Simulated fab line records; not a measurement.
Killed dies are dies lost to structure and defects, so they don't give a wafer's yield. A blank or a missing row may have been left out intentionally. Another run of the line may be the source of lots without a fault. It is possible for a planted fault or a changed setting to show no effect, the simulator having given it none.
A lot that was struck, set against a sound lot    flow sky130    16 out of 708 route steps
Sound: the wafers L742.1, L742.4, L742.5. Wafers L752.2, L752.5, L752.6 were the ones struck. The cause is named last.
Per side, at each step with rows, come the tool, then ch with its chambers, and then its first start. Under that, the readings that differ: sound wafers    struck wafers    difference of the means    sigmas: that difference in standard deviations of wafers without a fault.
alike: readings with means less than 2 such deviations apart, plus words and numbers identical on both sides. not compared: withheld readings, readings lacking a value on some wafer, bounds such as >300 that could conceal the same value, and numbers that have no deviation in the record and whose values overlap.
Wherever a step has rows on one side only, a row that says differs or no value, or a row with sigmas, the two part there. Numbers that don't overlap but have no deviation are shown without sigmas and don't part them. A reading that every wafer of one side lacks parts them only if that side has two wafers or more.

SKY_VIA2_CMP_02: polishes SiO2.
  sound on cmp-01 ch 2,3, day 35 08:17; struck on cmp-01 ch 0,2,3, day 38 08:10
  alike: motor-current-A
SKY_VIA2_BOW_MEAS_03:
  sound on film-metro-03, day 35 08:35; struck on film-metro-03, day 38 08:23
  alike: VIA2_BOW
then, 8 steps without rows for these wafers: SKY_VIA2_DEHYDRATE_04 (time 60 s); SKY_VIA2_HMDS_05 (prime time 60 s); SKY_VIA2_COAT_06 (resist thk 60 nm); SKY_VIA2_COAT_07 (resist thk 450 nm); SKY_VIA2_SOFTBAKE_08 (time 90 s); SKY_VIA2_EXPOSE_09 (exposes mask VIM2, target cd 200 nm); SKY_VIA2_PEB_10; SKY_VIA2_DEVELOP_11 (develop time 60 s).
SKY_VIA2_CD_MEAS_12 targets a cd of 200 nm.
  sound on cd-sem-02, day 36 09:56; struck on cd-sem-01, day 39 09:17
reading     sound              struck             difference  sigmas
cd-nm (nm)  199.8 198.4 199.2  203.2 203.1 202.4  +3.8        +2
SKY_VIA2_OVL_MEAS_13:
  sound on overlay-01, day 36 10:03; struck on overlay-02, day 39 09:23
  alike: VIA2_OVL
SKY_VIA2_ETCH_14: etches BARC in N2/H2, stops on SiO2, time 45.9 s, target depth 60 nm.
  sound on rie-diel-01 ch 0,1, day 36 10:05; struck on rie-diel-01 ch 1,2,3, day 39 09:25
reading                                      sound                 struck                difference  sigmas
oes-product-au (a.u.)                        0.852 0.852 0.853     0.993 0.976 0.986     +0.133      +27
run-length-s (s)                             73.9 73.8 74.4        67.8 66.5 67.9        -6.6        -16
throttle-valve-pct (%)                       13.222 13.217 13.223  13.242 13.226 13.248  +0.018      +2
model.KrF-thick_of_VIA2_COAT_07.thk-nm (nm)  390.8 389.9 391.2     398.1 398 397.2       +7.1        
  alike: chamber-pressure-mTorr, drypump-motor-current-A
  not compared: rf-hours-counter-h
SKY_VIA2_ETCH_15: etches SiO2 in C4F8/O2/Ar, stops on TiN, target depth 546 nm, time 84 s.
  sound on rie-diel-01 ch 0,1, day 36 10:07; struck on rie-diel-01 ch 1,2,3, day 39 09:28
reading                                      sound              struck             difference  sigmas
model.KrF-thick_of_VIA2_COAT_07.thk-nm (nm)  279.1 278.8 281.1  289.6 288.7 286.8  +8.7        
  alike: chamber-pressure-mTorr, oes-product-au, run-length-s
  not compared: rf-hours-counter-h
SKY_VIA2_STRIP_16: strips in O2/N2.
  sound on plasma-asher-02 ch 0,1, day 36 10:11; struck on plasma-asher-03 ch 0,1, day 39 09:31
reading                       sound              struck             difference  sigmas
strip-time-to-endpoint-s (s)  3.985 3.999 4.006  4.108 4.113 4.075  +0.102      +4
  alike: chamber-pressure-mTorr, drypump-motor-current-A, oes-product-au
  not compared: rf-hours-counter-h
then, 1 step without rows for these wafers: SKY_VIA2_STRIP_17 (strips in post etch residue remover, time 1200 s).

== WHERE THEY PART ==
Earliest at SKY_VIA2_CD_MEAS_12; latest, in this record, at SKY_VIA2_STRIP_16.

WHY: the cause the simulator had injected
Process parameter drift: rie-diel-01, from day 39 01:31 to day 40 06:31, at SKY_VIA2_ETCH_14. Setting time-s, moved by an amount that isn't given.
